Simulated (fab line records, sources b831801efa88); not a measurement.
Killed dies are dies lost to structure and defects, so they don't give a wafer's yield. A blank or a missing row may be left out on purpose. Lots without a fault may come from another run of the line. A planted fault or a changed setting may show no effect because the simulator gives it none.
fab line records | flow sky130
record lots=6 wafers=16 last_day=50
route steps=708 shown LI_CONTACT@371 PAD_OPEN@708
lots that met no fault: from a run of the same line without faults
start_h: hours from the record's first day to the start of the lot's first wafer shown | wait_h: hours since the lot's step before | " the same as in the row above | L1.1+2: a row that stands for several wafers | - no value, or no start given | * or withheld: withheld | < > ~ a bound
route shown NAME@n: a module of which the file shows steps, and the number in the route of the first | usual: mean/standard deviation of fault-free wafers | same: alike in all rows | chamber/n: place in a boat | sites: the reading at each site | _std_site: their standard deviation | _edge_site: outer sites' mean less inner sites' | radius_mm: how far each site lies from the wafer's centre | mask NAME#n: copy n | behind: the tool/chamber that last shaped the wafer | hold: why the lot was held/for how many hours/how that ended | device: the transistor (n, p or np) that didn't switch | end of line: the same wafers' tests at the end of the route | a step without rows: its recipe alone | killed: dies lost to structure and defects at the first sort, not the wafer's yield | map: a wafer's dies, x killed, . not, _ none there
set.NAME: the setting as run; set.NAME@STEP: as run at that earlier step | model.NAME: the simulator's own value behind a step, which no gauge read
lots at some steps of the route; a table a step, a row a wafer
services: from which hour (start_h, from the record's first day; less than 0 if before it) a tool's chamber was out of use, for how many hours, and why
## steps
# step SKY_LI_CONTACT_EXPOSE_09
# recipe mask_id=LICM1 na=0.8 source_shape=annular sigma_inner=0.55 sigma_outer=0.85 target_cd_nm=170 dose_mj=38
# step SKY_LI_CONTACT_PEB_10
# recipe peb_temp_c=withheld peb_time_s=withheld resist=KrF-thick
# step SKY_LI_CONTACT_DEVELOP_11
# recipe develop_time_s=60 resist=KrF-thick dev_temp_c=21
# step SKY_LI_CONTACT_CD_MEAS_12
# recipe target_cd_nm=170
# usual cd_nm=169.5/1.6
# columns lot.wafer tool chamber start_h wait_h cd_nm
L414.2 cd_sem-02 - 756.18 - 169.7
L414.4 " - " " 169.5
L415.4 cd_sem-02 - 764.58 - 170.5
L415.6 " - " " 171.2
L419.3 cd_sem-02 - 798.16 - 167.7
L419.5 " - " " 167.6
L419.6 " - " " 168.5
L422.1 cd_sem-01 - 826.91 - 168.7
L422.5 " - " " 168.1
L422.6 " - " " 166.2
L424.2 cd_sem-02 - 837.53 - 170.1
L424.4 " - " " 170.1
L424.6 " - " " 170.0
L426.1 cd_sem-02 - 850.52 - 169.2
L426.4 " - " " 169.3
L426.6 " - " " 168.7
# step SKY_LI_CONTACT_OVL_MEAS_13
# usual LI_CONTACT_OVL=-6/4.7
# columns lot.wafer tool chamber start_h wait_h LI_CONTACT_OVL[nm]
L414.2 overlay-01 - 756.29 0.1 5
L414.4 " - " " -5
L415.4 overlay-02 - 764.66 0.1 -7
L415.6 " - " " 2
L419.3 overlay-02 - 798.25 0.1 -10
L419.5 " - " " -8
L419.6 " - " " -7
L422.1 overlay-01 - 827.03 0.1 2
L422.5 " - " " 3
L422.6 " - " " -9
L424.2 overlay-02 - 837.64 0.1 -5
L424.4 " - " " -13
L424.6 " - " " -2
L426.1 overlay-02 - 850.64 0.1 -4
L426.4 " - " " -3
L426.6 " - " " -1
# step SKY_LI_CONTACT_ETCH_14
# recipe chemistry=N2/H2 target=BARC ion_energy_ev=200 source_w=500 bias_w=100 pressure_mtorr=30 n2_flow_sccm=100 h2_flow_sccm=200 stop_on=SiO2 time_s=45.9 target_depth_a=600
# usual bias_w=99.98/0.3 drypump_motor_current_A=5.6/0.32 oes_product_au=0.854/0.005 rf_fwd_power_W=495.7/2 throttle_valve_pct=13.225/0.0087
# same time_s=45.9
# columns lot.wafer tool chamber start_h wait_h bias_w drypump_motor_current_A oes_product_au rf_fwd_power_W rf_hours_counter_h throttle_valve_pct
L414.2 rie_diel-04 2 756.32 0.0 99.83 6.3 0.856 493.4 20 13.209
L414.4 " 0 " " 100.15 5.5 0.850 498.1 13 13.231
L415.4 rie_diel-02 3 764.70 0.0 100.18 5.5 0.856 494.2 - 13.217
L415.6 " 1 " " 99.62 6.1 0.849 496.7 - 13.202
L419.3 rie_diel-02 2 798.28 0.0 100.15 5.3 0.867 494.4 7 13.232
L419.5 " 1 " " 99.75 6.1 0.845 498.0 - 13.215
L419.6 " 0 " " 99.78 5.5 0.862 497.1 - 13.231
L422.1 rie_diel-04 3 827.07 0.0 99.60 5.9 0.850 491.5 19 13.228
L422.5 " 1 " " 100.08 5.2 0.853 497.4 - 13.223
L422.6 " 2 " " 99.31 6.4 0.858 495.3 - 13.236
L424.2 rie_diel-03 1 837.67 0.0 99.72 5.6 0.853 498.4 2 13.230
L424.4 " 0 " " 99.92 5.3 0.858 497.8 3 13.233
L424.6 " 0 " " 99.90 5.3 0.856 500.0 - 13.213
L426.1 rie_diel-02 2 850.67 0.0 99.97 5.3 0.848 495.9 9 13.240
L426.4 " 3 " " 99.85 5.6 0.859 493.2 6 13.225
L426.6 " 2 " " 100.41 5.3 0.853 495.9 - 13.213
# step SKY_LI_CONTACT_ETCH_15
# recipe target=PSG chemistry=C4F8/O2/Ar stop_on=Si taper_deg=4.15 mask_material=KrF-thick source_w=1500 bias_w=1200 pressure_mtorr=40 c4f8_flow_sccm=withheld O2_flow_sccm=6 Ar_flow_sccm=300 time_s=withheld target_depth_a=6000
# usual bias_w=1200/3.4 oes_product_au=0.837/0.005 rf_fwd_power_W=1494/4.3
# columns lot.wafer tool chamber start_h wait_h bias_w oes_product_au rf_fwd_power_W
L414.2 rie_diel-04 2 756.36 0.0 1196 0.836 1499
L414.4 " 0 " " 1195 0.840 1499
L415.4 rie_diel-02 3 764.76 0.0 1204 0.845 1497
L415.6 " 1 " " 1200 0.831 1499
L419.3 rie_diel-02 2 798.32 0.0 1199 0.835 1492
L419.5 " 1 " " 1193 0.841 1497
L419.6 " 0 " " 1194 0.828 1494
L422.1 rie_diel-04 3 827.11 0.0 1197 0.844 1492
L422.5 " 1 " " 1194 0.833 1499
L422.6 " 2 " " 1202 0.829 1482
L424.2 rie_diel-03 1 837.71 0.0 1200 0.833 1493
L424.4 " 0 " " 1196 0.831 1498
L424.6 " 0 " " 1200 0.835 1501
L426.1 rie_diel-02 2 850.72 0.0 1204 0.839 1491
L426.4 " 3 " " 1202 0.830 1491
L426.6 " 2 " " 1205 0.839 1490
# step SKY_LI_CONTACT_STRIP_16
# recipe chemistry=O2/N2 power_w=1400 pressure_mtorr=1500 platen_temp_c=withheld o2_flow_sccm=3000 n2_flow_sccm=300 overash_fraction=0.5
# usual drypump_motor_current_A=5.5/0.49 oes_product_au=0.375/0.0045 strip_time_to_endpoint_s=3.49/0.031
# columns lot.wafer tool chamber start_h wait_h drypump_motor_current_A oes_product_au rf_hours_counter_h strip_time_to_endpoint_s
L414.2 plasma_asher-02 0 756.44 - 6.3 0.367 64 3.47
L414.4 " 1 " " 5.2 0.376 - 3.51
L415.4 plasma_asher-02 1 764.84 - 5.2 0.367 - 3.44
L415.6 " 0 " " 6.2 0.367 - 3.44
L419.3 plasma_asher-01 0 798.44 - 5.4 0.373 - 3.50
L419.5 " 1 " " 5.9 0.372 - 3.54
L419.6 " 0 " " 5.4 0.371 - 3.52
L422.1 plasma_asher-01 1 827.20 - 5.9 0.378 42 3.51
L422.5 " 0 " " 5.4 0.374 - 3.49
L422.6 " 1 " " 5.8 0.377 - 3.49
L424.2 plasma_asher-02 1 837.80 - 5.2 0.367 70 3.51
L424.4 " 0 " " 6.3 0.377 - 3.49
L424.6 " 0 " " 6.3 0.376 - 3.48
L426.1 plasma_asher-03 0 850.80 - 5.0 0.375 103 3.48
L426.4 " 0 " " 5.0 0.373 - 3.44
L426.6 " 0 " " 5.1 0.372 - 3.46
# step SKY_LI_CONTACT_CLEAN_17
# recipe chemistry=NMP time_s=600 temp_c=60 dry=n2_spin
# step SKY_LI_CONTACT_PRE_CLEAN_18
# recipe gas=Ar time_s=5.6 bias_v=358
# step SKY_LI_CONTACT_SPUTTER_19
# recipe material=Ti target_thk_nm=20 chamber_pressure_pa=5 power_w=2500 substrate_temp_c=200 time_s=106.37
# step SKY_LI_CONTACT_SPUTTER_20
# recipe material=TiN target_thk_nm=20 chamber_pressure_pa=5 power_w=4000 time_s=80
# usual throttle_valve_pct=30.3/0.88
# same time_s=80
# columns lot.wafer tool chamber start_h wait_h throttle_valve_pct
L414.2 pvd_sputter-01 - 756.83 0.0 30.6
L414.4 " - " " 31.3
L415.4 pvd_sputter-01 - 765.19 0.0 30.5
L415.6 " - " " 30.5
L419.3 pvd_sputter-01 - 798.80 0.0 30.7
L419.5 " - " " 31.4
L419.6 " - " " 30.5
L422.1 pvd_sputter-01 - 827.58 0.0 29.6
L422.5 " - " " 30.0
L422.6 " - " " 30.4
L424.2 pvd_sputter-01 - 838.17 0.0 29.9
L424.4 " - " " 30.6
L424.6 " - " " 29.9
L426.1 pvd_sputter-02 - 851.17 0.0 30.6
L426.4 " - " " 28.6
L426.6 " - " " 30.7
# step SKY_LI_CONTACT_CVD_21
# recipe material=W target_thk_nm=400 time_s=120.56 temp_c=400 pressure_torr=40
# usual heater_power_w=837/31 susceptor_temp_C=400.00/0.25
# columns lot.wafer tool chamber start_h wait_h heater_power_w susceptor_temp_C model.W_of_LI_CONTACT_CVD_21.thk_nm
L414.2 cvd_w-01 1 756.89 0.0 854 400.00 408.1
L414.4 " 0 " " 830 399.96 442.4
L415.4 cvd_w-01 0 765.38 0.2 831 399.56 435.9
L415.6 " 0 " " 845 399.77 407
L419.3 cvd_w-02 0 798.92 0.1 785 399.96 397
L419.5 " 0 " " 785 399.43 398.4
L419.6 " 1 " " 880 400.40 401.5
L422.1 cvd_w-02 0 827.64 0.0 785 399.96 393.6
L422.5 " 0 " " 805 399.97 391.4
L422.6 " 1 " " 863 400.08 401.8
L424.2 cvd_w-01 0 838.27 0.1 825 400.12 410.7
L424.4 " 0 " " 826 400.02 411.6
L424.6 " 0 " " 820 399.94 406
L426.1 cvd_w-02 0 851.23 0.0 786 400.04 391.3
L426.4 " 1 " " 900 400.22 398.8
L426.6 " 0 " " 791 400.07 393.1
# step SKY_LI_CONTACT_RS_MEAS_22
# recipe thk_meas_gauge=four-point-probe reads=W_of_LI_CONTACT_CVD_21+TiN_of_LI_CONTACT_SPUTTER_20+Ti_of_LI_CONTACT_SPUTTER_19
# usual LI_CONTACT_W_RS=0.283/0.0049
# columns lot.wafer tool chamber start_h wait_h LI_CONTACT_W_RS[ohm/sq]
L414.2 film_metro-04 - 757.04 0.1 0.279
L414.4 " - " " 0.258
L415.4 film_metro-01 - 765.56 0.1 0.261
L415.6 " - " " 0.279
L419.3 film_metro-01 - 799.04 0.1 0.287
L419.5 " - " " 0.286
L419.6 " - " " 0.284
L422.1 film_metro-02 - 827.77 0.1 0.289
L422.5 " - " " 0.291
L422.6 " - " " 0.284
L424.2 film_metro-04 - 838.50 0.2 0.277
L424.4 " - " " 0.277
L424.6 " - " " 0.281
L426.1 film_metro-01 - 851.36 0.1 0.291
L426.4 " - " " 0.285
L426.6 " - " " 0.289
# step SKY_LI_CONTACT_THK_MEAS_23
# recipe thk_meas_gauge=xrf reads=W_of_LI_CONTACT_CVD_21
# usual LI_CONTACT_W_THK=408/7.5
# columns lot.wafer tool chamber start_h wait_h LI_CONTACT_W_THK[nm]
L414.2 film_metro-04 - 757.15 0.1 416
L414.4 " - " " 452
L415.4 film_metro-01 - 765.65 0.1 445
L415.6 " - " " 414
L419.3 film_metro-01 - 799.14 0.1 405
L419.5 " - " " 406
L419.6 " - " " 409
L422.1 film_metro-02 - 827.89 0.1 396
L422.5 " - " " 394
L422.6 " - " " 406
L424.2 film_metro-04 - 838.61 0.1 414
L424.4 " - " " 415
L424.6 " - " " 410
L426.1 film_metro-01 - 851.48 0.1 395
L426.4 " - " " 403
L426.6 " - " " 393
# step SKY_LI_CONTACT_CMP_24
# recipe stop_on=PSG t_overpolish_s=20 down_force_psi=3.5 platen_rpm=60 target_thk_nm=0 pad_velocity_m_s=0.94248
# usual head_pressure_psi=3.502/0.0073 motor_current_A=10.0/0.85
# columns lot.wafer tool chamber start_h wait_h head_pressure_psi motor_current_A
L414.2 cmp-02 2 757.25 0.1 3.496 8.7
L414.4 " 3 " " 3.509 10.4
L415.4 cmp-02 2 765.83 0.2 3.494 8.9
L415.6 " 3 " " 3.498 10.2
L419.3 cmp-02 1 799.23 0.1 3.505 10.9
L419.6 " 0 " " 3.490 9.6
L419.5 " 1 " " 3.501 10.8
L422.1 cmp-01 1 828.10 0.2 3.495 11.3
L422.5 " 2 " " 3.498 10.3
L422.6 " 3 " " 3.495 9.7
L424.4 cmp-02 0 838.71 0.1 3.511 9.3
L424.2 " 2 " " 3.502 8.9
L424.6 " 0 " " 3.516 9.6
L426.1 cmp-02 0 851.64 0.1 3.505 9.3
L426.4 " 1 " " 3.508 10.5
L426.6 " 2 " " 3.493 8.5
# step SKY_PAD_OPEN_PROBE_99
# usual killed_at_M0_to_M3=44/7.5 killed_at_M4_up=3.2/1.9 killed_at_contacts=23/4.7 killed_at_front_end=15/4.7 killed_at_other=0.4/0.66 killed_dies=87/9.3 killed_open=47/7.2 killed_short=39/6.5
# same gross_dies=492 killed_at_back_side=0
# columns lot.wafer tool chamber start_h wait_h killed_at_M0_to_M3 killed_at_M4_up killed_at_contacts killed_at_front_end killed_at_other killed_dies killed_open killed_short
L415.4 prober-01 - 1144.91 0.2 46 10 18 15 1 90 50 40
L415.6 prober-01 - 1145.01 0.2 43 2 26 15 0 86 54 31
L419.3 prober-01 - 1164.08 0.2 48 3 31 12 0 94 57 37
L419.5 prober-01 - 1164.18 0.2 47 2 18 10 0 77 48 29
L419.6 prober-01 - 1164.23 0.2 51 0 28 10 1 90 48 38
L422.1 prober-02 - 1180.60 0.1 39 3 28 20 1 91 49 42
L422.5 prober-02 - 1180.80 0.2 31 0 18 19 0 68 29 39
L422.6 prober-02 - 1180.85 0.2 46 2 30 21 1 100 57 43
# killed by level:class
L415.4 VIA1:geometric_particle:open=11 VIA2:geometric_particle:open=9 METAL4:geometric_particle:short=8 CONTACT:geometric_particle:open=8 VIA3:geometric_particle:open=6 METAL1:geometric_particle:short=5 VIA1:geometric_particle:short=5 FIELD_ISO:geometric_particle:short=4
L415.6 VIA1:geometric_particle:open=11 CONTACT:geometric_particle:open=9 LI_CONTACT:geometric_particle:open=8 VIA2:geometric_particle:open=7 LOCAL_INTERCONNECT:geometric_particle:short=6 METAL1:geometric_particle:short=5 METAL1:geometric_particle:open=5 VIA1:geometric_particle:short=5
L419.3 CONTACT:geometric_particle:open=12 LI_CONTACT:geometric_particle:open=11 VIA1:geometric_particle:open=10 VIA2:geometric_particle:open=9 VIA3:geometric_particle:open=7 METAL2:geometric_particle:short=6 FIELD_ISO:geometric_particle:short=4 CONTACT:geometric_particle:short=4
L419.5 VIA1:geometric_particle:open=11 CONTACT:geometric_particle:open=7 LI_CONTACT:geometric_particle:open=6 VIA3:geometric_particle:open=6 VIA2:geometric_particle:open=5 FIELD_ISO:geometric_particle:open=4 VIA3:geometric_particle:short=4 METAL3:geometric_particle:short=4
L419.6 VIA1:geometric_particle:open=17 LI_CONTACT:geometric_particle:open=7 CONTACT:geometric_particle:open=7 VIA2:geometric_particle:open=7 CONTACT:geometric_particle:short=6 LI_CONTACT:geometric_particle:short=5 VIA1:geometric_particle:short=5 METAL2:geometric_particle:short=5
L422.1 LOCAL_INTERCONNECT:geometric_particle:short=12 VIA1:geometric_particle:open=11 VIA3:geometric_particle:open=8 LI_CONTACT:geometric_particle:open=7 FIELD_ISO:geometric_particle:open=6 CONTACT:geometric_particle:open=6 FIELD_ISO:geometric_particle:short=5 POLY_GATE:geometric_particle:open=4
L422.5 VIA1:geometric_particle:open=9 FIELD_ISO:geometric_particle:short=7 METAL3:geometric_particle:short=5 LI_CONTACT:geometric_particle:open=4 LOCAL_INTERCONNECT:geometric_particle:short=4 CONTACT:geometric_particle:short=4 METAL1:geometric_particle:short=4 FIELD_ISO:geometric_particle:open=3
L422.6 VIA1:geometric_particle:open=15 LI_CONTACT:geometric_particle:open=9 CONTACT:geometric_particle:open=8 VIA3:geometric_particle:open=7 FIELD_ISO:geometric_particle:open=6 POLY_GATE:geometric_particle:short=6 LOCAL_INTERCONNECT:geometric_particle:short=6 VIA1:geometric_particle:short=5
## services
# columns tool chamber start_h hours kind
plasma_asher-01 - 738.13 1.7 repair
pvd_sputter-01 - 743.02 11.9 repair
cvd_w-01 0 743.85 3.1 repair
cmp-02 - 744.00 4.0 pm
pvd_sputter-02 - 744.96 7.3 repair
rie_diel-02 0 754.52 12.3 repair
cvd_w-01 1 762.04 6.2 repair
rie_diel-03 2 762.65 1.8 repair
pvd_sputter-02 - 765.90 1.8 repair
rie_diel-03 3 767.08 7.6 repair
plasma_asher-02 - 787.73 2.8 pm
cvd_w-02 - 791.30 0.9 repair
cvd_w-02 - 792.53 2.8 pm
cmp-02 - 793.30 0.3 repair
plasma_asher-02 - 798.73 13.0 repair
cvd_w-01 0 799.63 3.3 repair
cmp-01 - 819.73 0.9 repair
cmp-02 - 822.34 0.8 repair
rie_diel-04 1 828.45 9.7 repair
cmp-01 - 831.29 63.6 repair
rie_diel-04 3 836.02 1.4 repair
cvd_w-01 1 836.44 3.2 repair
cmp-01 - 841.77 2.3 repair
cvd_w-01 1 847.25 5.1 repair
## key
first_sign step=SKY_LI_CONTACT_RS_MEAS_22 reading=LI_CONTACT_W_RS direction=down sigmas=4.9 usual=0.283 struck=0.259
effect step=SKY_LI_CONTACT_THK_MEAS_23 reading=LI_CONTACT_W_THK direction=up sigmas=5.4 usual=408 struck=449
model_effect step=SKY_LI_CONTACT_CVD_21 value=W_of_LI_CONTACT_CVD_21.thk_nm without=412.5 struck=439.2
met_at SKY_LI_CONTACT_CVD_21
struck_wafers L414.4,L415.4
tester_left_out L414,L415
fault kind=process_parameter_drift tool=cvd_w-01 chamber=- onset_h=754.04 steps=SKY_LI_CONTACT_CVD_21 channel=target_thk_nm offset=26.142 shape=step end_h=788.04 scope=struck_wafers_only acts_in=these_recipes_only stated=400
# tester_left_out: of these lots the tester's yield and bins aren't shown, on N5 and GAA mostly nor the transistor test; their killed dies are dies lost to structure and defects alone, not to doping, threshold or leakage, so they don't give the yield
